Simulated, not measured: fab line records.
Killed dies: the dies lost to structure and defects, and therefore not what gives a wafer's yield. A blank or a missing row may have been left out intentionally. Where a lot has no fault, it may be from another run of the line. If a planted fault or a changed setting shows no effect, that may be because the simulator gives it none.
Struck lot and sound lot, side by side    flow sfq_line    14 out of 325 route steps
Sound: these wafers, L182.1, L182.4, L182.6. Struck: wafer L201.1 (L201.3, L201.6, from the same lot, were not struck and are left out); the cause is given at the end.
For every step that has rows: the tool of each side, followed by ch and its chambers, followed by its first start. Under that, the readings that differ: sound wafers    struck wafers    difference of the means    sigmas: that difference in standard deviations of wafers without a fault.
alike: a reading whose means differ by less than 2 such deviations, as well as words and numbers matching on both sides. not compared: withheld readings; readings where some wafer has no value; bounds like >300 that might hide an equal value; numbers whose values overlap and for which the record gives no deviation.
A row with sigmas, a row that says differs or no value, or rows on one side alone: a step with any of these is where the two part. Non-overlapping numbers with no deviation appear without sigmas and do not part them. A reading missing from all wafers of one side parts the sides only when that side holds two or more wafers.

first, 2 steps without rows for these wafers: SFQ_TRILAYER_L0_VIA_STRIP_SOLV_CLEAN_018 (cleans in NMP, time 600 s); SFQ_TRILAYER_M0_DEP_PRE_CLEAN_020 (time 15 s).
SFQ_TRILAYER_M0_DEP_SPUTTER_019: material Nb, target thk 200 nm, time 133.3 s.
  sound on pvd_sputter-06 at day 8 23:28; struck on pvd_sputter-04 at day 14 17:52
  alike: throttle_valve_pct
SFQ_M0_RS_MEAS_904: uses a four-point probe to measure.
  sound on film_metro-04 at day 8 23:34; struck on film_metro-04 at day 14 17:57
  alike: M0_NB_RS
then, 6 steps without rows for these wafers: SFQ_TRILAYER_M0_LITHO_COAT_026 (resist thk 62 nm); SFQ_TRILAYER_M0_LITHO_COAT_021 (resist thk 600 nm); SFQ_TRILAYER_M0_LITHO_SOFTBAKE_025; SFQ_TRILAYER_M0_LITHO_EXPOSE_022 (exposes mask M0, target cd 500 nm); SFQ_TRILAYER_M0_LITHO_PEB_024 (peb time 60 s); SFQ_TRILAYER_M0_LITHO_DEVELOP_023 (time 60 s).
SFQ_M0_OVL_MEAS_906:
  sound on overlay-02 at day 13 05:01; struck on overlay-02 at day 14 20:23
  alike: M0_OVL
SFQ_TRILAYER_M0_BARC_OPEN_METAL_ETCH_031: etches BARC in O2, target depth 125 nm, time 41.7 s.
  sound on rie_metal-03 ch 0,1, day 13 05:04; struck on rie_metal-01 ch 0, day 14 20:25
reading                                              sound              struck  difference  sigmas
oes_product_au (a.u.)                                0.685 0.678 0.684  0.573   -0.109      -25
run_length_s (s)                                     69.9 69.7 70.3     96.2    +26.2       +87
model.KrF_of_TRILAYER_M0_LITHO_COAT_021.thk_nm (nm)  522.8 523.8 523.1  492.6   -30.6       
model.SiO2_of_TRILAYER_L0_CAP_PECVD_011.thk_nm (nm)  54.68 55.51 55.67  53.69   -1.60       
  alike: drypump_motor_current_A, rf_fwd_power_W
  not compared: rf_hours_counter_h
SFQ_TRILAYER_M0_ETCH_METAL_ETCH_024: etches Nb in Cl2/Ar, stops on SiO2, target depth 240 nm, time 120 s.
  sound on rie_metal-03 ch 0,1, day 13 05:07; struck on rie_metal-01 ch 0, day 14 20:29
reading                                              sound              struck  difference  sigmas
model.KrF_of_TRILAYER_M0_LITHO_COAT_021.thk_nm (nm)  381.6 382.6 381.4  353     -29         
  alike: drypump_motor_current_A, oes_product_au, rf_fwd_power_W, run_length_s
  not compared: rf_hours_counter_h
SFQ_TRILAYER_M0_STRIP_STRIP_025: strips in O2.
  sound on rie_metal-03 ch 0,1, day 13 05:14; struck on rie_metal-01 ch 0, day 14 20:36
  alike: drypump_motor_current_A, oes_product_au
  not compared: rf_hours_counter_h

WHERE THEY PART
Within this record, at SFQ_TRILAYER_M0_BARC_OPEN_METAL_ETCH_031 only. Later steps at which nothing parts them and some readings are alike: SFQ_TRILAYER_M0_ETCH_METAL_ETCH_024, SFQ_TRILAYER_M0_STRIP_STRIP_025.

WHY: what had been put in by the simulator
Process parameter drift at SFQ_TRILAYER_M0_BARC_OPEN_METAL_ETCH_031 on rie_metal-01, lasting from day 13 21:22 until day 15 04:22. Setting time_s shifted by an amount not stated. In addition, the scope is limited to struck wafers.
